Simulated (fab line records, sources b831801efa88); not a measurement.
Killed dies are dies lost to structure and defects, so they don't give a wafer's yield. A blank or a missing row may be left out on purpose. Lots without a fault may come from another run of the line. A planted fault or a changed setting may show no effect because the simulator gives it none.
Chamber matching | flow gf180mcu | GF_V2_CMP_26 on cmp-01: 4 sister chambers
The step polishes, stops on SiO2, t overpolish 15 s, target thk 0 nm. 4 wafers are shown with their chamber, then 9 later ones without.

WAFERS WITH THEIR CHAMBER
wafer  | chamber | motor_current_A (A)
L419.2 | 2       | 10.1
L420.3 | 1       | 11.4
L421.2 | 0       | 10.2
L421.5 | 3       | 12.0

WAFERS WITHOUT THEIR CHAMBER
wafer  | motor_current_A (A)
L421.6 | 10.2
L423.1 | 11.9
L423.4 | 11.2
L423.6 | 10.5
L425.1 | 10.8
L425.4 | 12.5
L425.5 | 10.7
L426.1 | 12.2
L428.2 | 11.9

WHICH CHAMBER EACH WENT THROUGH
wafer  | from the rows above               | in truth
L421.6 | can't be placed: 0 or 2           | 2
L423.1 | can't be placed: 3 or 1           | 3
L423.4 | can't be placed: 1 or 3           | 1
L423.6 | can't be placed: 0 or 2 or 1      | 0
L425.1 | can't be placed: 1 or 0 or 2 or 3 | 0
L425.4 | can't be placed: 3 or 1           | 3
L425.5 | can't be placed: 0 or 2 or 1      | 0
L426.1 | can't be placed: 3 or 1           | 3
L428.2 | can't be placed: 3 or 1           | 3
Placed correctly: 0 of 9. Can't be placed from these rows: 9 (the true chamber is among the candidates in 9). Placed wrongly: 0.
How it was worked out, from the rows above alone: a wafer's distance from a chamber is the root of the sum, over the readings, of the square of ((its reading less the chamber's mean) divided by the reading's scatter). The wafer belongs to the nearest chamber; if the next one is less than 2 further off, it can't be placed. A chamber's mean is the mean of its shown wafers. The scatter: with one shown wafer a chamber, the root of the mean of the squares of how far each hidden wafer lies from its nearest shown one.
